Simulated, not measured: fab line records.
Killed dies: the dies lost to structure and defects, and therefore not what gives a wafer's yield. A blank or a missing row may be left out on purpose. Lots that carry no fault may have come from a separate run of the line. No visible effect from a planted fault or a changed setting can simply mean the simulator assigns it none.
fab line records | flow gf180mcu
[record] lots = 14 | wafers = 42 | last-day = 34
route steps=602 shown CONTACT@310 M1@318 V1@338
lots that met no fault: from a run of the same line without faults
start-h: hours from the record's first day to the start of the lot's first wafer shown | wait-h: how many hours have passed since the lot's step before this one | " unchanged from the row above | L1.1+2: several wafers, shown together as one row | - value missing, or start not given | * or withheld: withheld | < > ~ a bound
route shown NAME@n: a module of which the file shows steps, and the number in the route of the first | usual: mean/standard deviation of fault-free wafers | same: alike in all rows | chamber/n: place in a boat | sites: readings site by site | _std_site: standard deviation of those values | _edge_site: outer sites' mean less inner sites' | radius-mm: how far each site lies from the wafer's centre | mask NAME#n: copy n | behind: tool/chamber where the wafer was last shaped | hold: the reason the lot was held/the length of the hold in hours/how it ended | device: the transistor (n, p or np) that didn't switch | end of line: at the end of the route, the tests of the same wafers | a step given without rows: its recipe and nothing more | killed: dies that structure and defects cost at the first sort, which is not the same as the wafer's yield | map: a wafer's dies, x killed, . not, _ none there
set.NAME: the setting that was run; set.NAME@STEP: the one run at that earlier step | model.NAME: the simulator's own value behind a step, which no gauge read
the route's steps for a sample of lots (tables are steps, rows are wafers)
services: from which hour (start-h, from the record's first day; less than 0 if before it) a tool's chamber was out of use, for how many hours, and why
[[steps]]
[step GF_CONTACT_SPUTTER_23]
[recipe] material = TiN | target-thk-nm = 10 | chamber-pressure-pa = 5 | power-w = 4000 | time-s = 40
[usual] throttle-valve-pct = 29.8/0.83
lot.wafer | tool           | chamber | start-h | wait-h | throttle-valve-pct
L924.2    | pvd-sputter-01 | -       | 358.75  | 0.0    | 29.8
L924.3    | "              | -       | "       | "      | 28.8
L924.6    | "              | -       | "       | "      | 28.6
L925.1    | pvd-sputter-01 | -       | 379.34  | 0.0    | 28.9
L925.2    | "              | -       | "       | "      | 28.7
L925.4    | "              | -       | "       | "      | 29.6
L926.2    | pvd-sputter-04 | -       | 382.19  | 0.0    | 30.9
L926.5    | "              | -       | "       | "      | 30.0
L926.6    | "              | -       | "       | "      | 30.7
L928.1    | pvd-sputter-04 | -       | 403.96  | 0.0    | 29.7
L928.4    | "              | -       | "       | "      | 30.1
L928.5    | "              | -       | "       | "      | 29.6
L929.3    | pvd-sputter-02 | -       | 418.58  | 0.0    | 31.2
L929.4    | "              | -       | "       | "      | 30.2
L929.6    | "              | -       | "       | "      | 30.9
L932.1    | pvd-sputter-01 | -       | 436.98  | 0.0    | 29.5
L932.3    | "              | -       | "       | "      | 29.8
L932.5    | "              | -       | "       | "      | 29.7
L933.1    | pvd-sputter-01 | -       | 449.02  | 1.1    | 29.4
L933.2    | "              | -       | "       | "      | 30.0
L933.4    | "              | -       | "       | "      | 28.9
L935.3    | pvd-sputter-04 | -       | 463.83  | 0.0    | 30.1
L935.4    | "              | -       | "       | "      | 30.8
L935.6    | "              | -       | "       | "      | 30.8
L937.1    | pvd-sputter-01 | -       | 480.33  | 0.0    | 29.0
L937.2    | "              | -       | "       | "      | 29.8
L937.5    | "              | -       | "       | "      | 29.2
L938.1    | pvd-sputter-01 | -       | 488.15  | 0.0    | 29.8
L938.2    | "              | -       | "       | "      | 29.4
L938.3    | "              | -       | "       | "      | 29.0
L939.3    | pvd-sputter-01 | -       | 494.34  | 0.0    | 28.6
L939.4    | "              | -       | "       | "      | 30.0
L939.5    | "              | -       | "       | "      | 29.9
L945.2    | pvd-sputter-01 | -       | 541.91  | 0.0    | 29.8
L945.3    | "              | -       | "       | "      | 28.6
L945.5    | "              | -       | "       | "      | 28.6
L946.3    | pvd-sputter-04 | -       | 549.81  | 0.0    | 29.9
L946.4    | "              | -       | "       | "      | 29.8
L946.5    | "              | -       | "       | "      | 30.2
L947.2    | pvd-sputter-02 | -       | 557.48  | 0.0    | 30.2
L947.3    | "              | -       | "       | "      | 28.3
L947.5    | "              | -       | "       | "      | 28.1
[step GF_M1_SPUTTER_03]
[recipe] material = Ti | target-thk-nm = 10 | substrate-temp-c = 300 | chamber-pressure-pa = 0.3 | power-w = 3000 | time-s = 6.7
[usual] throttle-valve-pct = 30.1/0.83
lot.wafer | tool           | chamber | start-h | wait-h | throttle-valve-pct
L924.2    | pvd-sputter-04 | -       | 359.62  | 0.0    | 30.8
L924.3    | "              | -       | "       | "      | 29.8
L924.6    | "              | -       | "       | "      | 29.6
L925.1    | pvd-sputter-04 | -       | 380.12  | 0.0    | 29.9
L925.2    | "              | -       | "       | "      | 29.7
L925.4    | "              | -       | "       | "      | 29.9
L926.2    | pvd-sputter-03 | -       | 382.97  | 0.0    | 31.0
L926.5    | "              | -       | "       | "      | 29.4
L926.6    | "              | -       | "       | "      | 31.0
L928.1    | pvd-sputter-03 | -       | 404.74  | 0.0    | 30.8
L928.4    | "              | -       | "       | "      | 30.8
L928.5    | "              | -       | "       | "      | 30.7
L929.3    | pvd-sputter-02 | -       | 419.36  | 0.0    | 30.2
L929.4    | "              | -       | "       | "      | 31.0
L929.6    | "              | -       | "       | "      | 28.3
L932.1    | pvd-sputter-04 | -       | 437.76  | 0.0    | 29.5
L932.3    | "              | -       | "       | "      | 30.6
L932.5    | "              | -       | "       | "      | 29.6
L933.1    | pvd-sputter-04 | -       | 449.80  | 0.0    | 30.0
L933.2    | "              | -       | "       | "      | 30.7
L933.4    | "              | -       | "       | "      | 29.9
L935.3    | pvd-sputter-02 | -       | 464.61  | 0.0    | 28.3
L935.4    | "              | -       | "       | "      | 29.9
L935.6    | "              | -       | "       | "      | 28.2
L937.1    | pvd-sputter-03 | -       | 481.11  | 0.0    | 30.7
L937.2    | "              | -       | "       | "      | 29.4
L937.5    | "              | -       | "       | "      | 30.3
L938.1    | pvd-sputter-04 | -       | 488.93  | 0.0    | 30.7
L938.2    | "              | -       | "       | "      | 30.1
L938.3    | "              | -       | "       | "      | 29.5
L939.3    | pvd-sputter-04 | -       | 495.15  | 0.0    | 29.8
L939.4    | "              | -       | "       | "      | 31.0
L939.5    | "              | -       | "       | "      | 30.0
L945.2    | pvd-sputter-03 | -       | 542.69  | 0.0    | 30.9
L945.3    | "              | -       | "       | "      | 30.5
L945.5    | "              | -       | "       | "      | 30.3
L946.3    | pvd-sputter-02 | -       | 550.59  | 0.0    | 31.0
L946.4    | "              | -       | "       | "      | 28.0
L946.5    | "              | -       | "       | "      | 31.2
L947.2    | pvd-sputter-03 | -       | 558.26  | 0.0    | 30.4
L947.3    | "              | -       | "       | "      | 29.4
L947.5    | "              | -       | "       | "      | 31.0
[step GF_M1_PEB_12]
[recipe] peb-temp-c = 135 | peb-time-s = 90 | resist = KrF
[usual] chill-plate-temp-C = 23.01/0.12 | exhaust-pa = 45.1/0.86 | peb-time-s = 90/0 | plate-temp-C = 135.01/0.15 | resist-line-temp-C = 22.99/0.1
lot.wafer | tool           | chamber | start-h | wait-h | chill-plate-temp-C | exhaust-pa | peb-time-s | plate-temp-C | resist-line-temp-C
L924.2    | litho-track-02 | 0       | 381.87  | -      | 23.14              | 46.4       | 90         | 134.88       | 22.92
L924.3    | "              | 0       | "       | "      | 23.07              | 45.7       | 90         | 134.91       | 23.07
L924.6    | "              | 0       | "       | "      | 22.99              | 43.6       | 90         | 134.83       | 23.00
L925.1    | litho-track-04 | 0       | 402.71  | -      | 23.09              | 45.4       | 90         | 134.84       | 23.11
L925.2    | "              | 0       | "       | "      | 23.13              | 45.1       | 90         | 134.84       | 23.25
L925.4    | "              | 0       | "       | "      | 23.14              | 45.2       | 90         | 134.71       | 23.07
L926.2    | litho-track-02 | 0       | 405.77  | -      | 22.99              | 45.0       | 90         | 134.92       | 22.93
L926.5    | "              | 0       | "       | "      | 22.91              | 45.5       | 90         | 134.97       | 23.07
L926.6    | "              | 0       | "       | "      | 23.01              | 45.0       | 90         | 135.11       | 22.92
L928.1    | litho-track-02 | 0       | 428.78  | -      | 23.15              | 44.2       | 90         | 134.81       | 22.86
L928.4    | "              | 0       | "       | "      | 23.11              | 43.4       | 90         | 135.04       | 23.04
L928.5    | "              | 0       | "       | "      | 22.96              | 44.6       | 90         | 134.83       | 22.84
L929.3    | litho-track-02 | 0       | 443.15  | -      | 22.72              | 45.1       | 90         | 135.01       | 23.02
L929.4    | "              | 0       | "       | "      | 22.86              | 44.2       | 90         | 134.93       | 22.95
L929.6    | "              | 0       | "       | "      | 22.65              | 44.5       | 90         | 135.17       | 22.87
L932.1    | litho-track-02 | 0       | 461.33  | -      | 22.88              | 43.7       | 90         | 135.11       | 22.92
L932.3    | "              | 0       | "       | "      | 22.97              | 44.9       | 90         | 135.06       | 22.98
L932.5    | "              | 0       | "       | "      | 23.07              | 44.5       | 90         | 135.04       | 22.91
L933.1    | litho-track-04 | 0       | 473.80  | -      | 23.25              | 45.9       | 90         | 135.01       | 23.10
L933.2    | "              | 0       | "       | "      | 23.13              | 44.0       | 90         | 134.99       | 23.02
L933.4    | "              | 0       | "       | "      | 23.14              | 44.6       | 90         | 135.03       | 23.10
L935.3    | litho-track-04 | 0       | 488.82  | -      | 23.08              | 45.0       | 90         | 134.98       | 22.87
L935.4    | "              | 0       | "       | "      | 23.06              | 46.3       | 90         | 134.95       | 22.97
L935.6    | "              | 0       | "       | "      | 23.05              | 45.8       | 90         | 135.04       | 23.07
L937.1    | litho-track-02 | -       | 504.78  | -      | -                  | -          | -          | -            | -
L937.2    | "              | -       | "       | "      | -                  | -          | -          | -            | -
L937.5    | "              | -       | "       | "      | -                  | -          | -          | -            | -
L938.1    | litho-track-02 | -       | 512.13  | -      | -                  | -          | -          | -            | -
L938.2    | "              | -       | "       | "      | -                  | -          | -          | -            | -
L938.3    | "              | -       | "       | "      | -                  | -          | -          | -            | -
L939.3    | litho-track-04 | 0       | 517.47  | -      | 23.09              | 46.4       | 90         | 135.00       | 22.99
L939.4    | "              | 0       | "       | "      | 22.86              | 45.2       | 90         | 135.13       | 23.01
L939.5    | "              | 0       | "       | "      | 22.98              | 45.0       | 90         | 134.82       | 23.01
L945.2    | litho-track-02 | 0       | 564.92  | -      | 23.07              | 45.3       | 90         | 135.21       | 23.12
L945.3    | "              | 0       | "       | "      | 23.04              | 43.4       | 90         | 134.98       | 23.25
L945.5    | "              | 0       | "       | "      | 23.03              | 44.5       | 90         | 135.00       | 23.15
L946.3    | litho-track-03 | 0       | 572.20  | -      | 22.96              | 45.2       | 90         | 134.82       | 22.82
L946.4    | "              | 0       | "       | "      | 22.83              | 45.8       | 90         | 134.82       | 22.85
L946.5    | "              | 0       | "       | "      | 23.11              | 45.4       | 90         | 134.88       | 22.99
L947.2    | litho-track-03 | 0       | 579.92  | -      | 23.01              | 46.6       | 90         | 135.01       | 22.85
L947.3    | "              | 0       | "       | "      | 23.14              | 46.3       | 90         | 135.04       | 23.00
L947.5    | "              | 0       | "       | "      | 23.14              | 48.0       | 90         | 134.94       | 22.83
[step GF_V1_THK_MEAS_03]
[recipe] reads = SiO2_of_V1_CVD_02
[usual] V1_CVD_02_THK = 849/12
lot.wafer | tool          | chamber | start-h | wait-h | V1_CVD_02_THK[nm]
L924.2    | film-metro-02 | -       | 383.22  | 0.0    | 844
L924.3    | "             | -       | "       | "      | 822
L924.6    | "             | -       | "       | "      | 849
L925.1    | film-metro-01 | -       | 404.08  | 0.0    | 844
L925.2    | "             | -       | "       | "      | 860
L925.4    | "             | -       | "       | "      | 859
L926.2    | film-metro-02 | -       | 407.15  | 0.0    | 833
L926.5    | "             | -       | "       | "      | 855
L926.6    | "             | -       | "       | "      | 851
L928.1    | film-metro-02 | -       | 430.15  | 0.0    | 852
L928.4    | "             | -       | "       | "      | 852
L928.5    | "             | -       | "       | "      | 870
L929.3    | film-metro-03 | -       | 444.49  | 0.1    | 830
L929.4    | "             | -       | "       | "      | 850
L929.6    | "             | -       | "       | "      | 850
L932.1    | film-metro-03 | -       | 462.70  | 0.0    | 833
L932.3    | "             | -       | "       | "      | 845
L932.5    | "             | -       | "       | "      | 862
L933.1    | film-metro-03 | -       | 475.20  | 0.0    | 830
L933.2    | "             | -       | "       | "      | 834
L933.4    | "             | -       | "       | "      | 862
L935.3    | film-metro-01 | -       | 490.49  | 0.1    | 867
L935.4    | "             | -       | "       | "      | 873
L935.6    | "             | -       | "       | "      | 849
L939.3    | film-metro-02 | -       | 518.80  | 0.1    | 838
L939.4    | "             | -       | "       | "      | 863
L939.5    | "             | -       | "       | "      | 864
L945.2    | film-metro-01 | -       | 566.39  | 0.0    | 850
L945.3    | "             | -       | "       | "      | 833
L945.5    | "             | -       | "       | "      | 865
L946.3    | film-metro-01 | -       | 573.53  | 0.1    | 846
L946.4    | "             | -       | "       | "      | 861
L946.5    | "             | -       | "       | "      | 877
L947.2    | film-metro-01 | -       | 581.29  | 0.1    | 838
L947.3    | "             | -       | "       | "      | 854
L947.5    | "             | -       | "       | "      | 850
[[services]]
tool           | chamber | start-h | hours | kind
pvd-sputter-01 | -       | 352.42  | 3.3   | repair
pvd-sputter-02 | -       | 357.28  | 9.0   | repair
pvd-sputter-03 | -       | 378.94  | 2.3   | repair
pvd-sputter-01 | -       | 410.15  | 25.2  | repair
pvd-sputter-04 | -       | 412.21  | 11.4  | repair
pvd-sputter-01 | -       | 438.90  | 2.9   | repair
pvd-sputter-02 | -       | 452.88  | 8.6   | repair
pvd-sputter-02 | -       | 511.99  | 2.3   | repair
pvd-sputter-03 | -       | 527.28  | 3.6   | repair
pvd-sputter-04 | -       | 538.64  | 5.5   | repair
[[key]]
[first-sign] step = GF_M1_PEB_12 | reading = tool-record | direction = missing
effect none on later readings
met-at GF_M1_PEB_12
struck-lots L937,L938
later-rows-left-out L937.1,L937.2,L937.5,L938.1,L938.2,L938.3
sort-left-out L937.1,L937.2,L937.5,L938.1,L938.2,L938.3
not-acting-at GF_CONTACT_SPUTTER_23,GF_M1_SPUTTER_03,GF_V1_THK_MEAS_03
onset-between 461.33 504.78
[fault] kind = skipped-step-whole | tool = litho-track-02 | chamber = - | onset-h = 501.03 | steps = GF_M1_PEB_12 | scope = struck-lots-only
// sort-left-out: the simulated sort isn't trusted on such a fault, so these wafers' sort isn't shown, and their yield isn't known
// later-rows-left-out: the simulator's readings of these wafers behind a module that went badly wrong aren't trusted and aren't shown, but for the sort
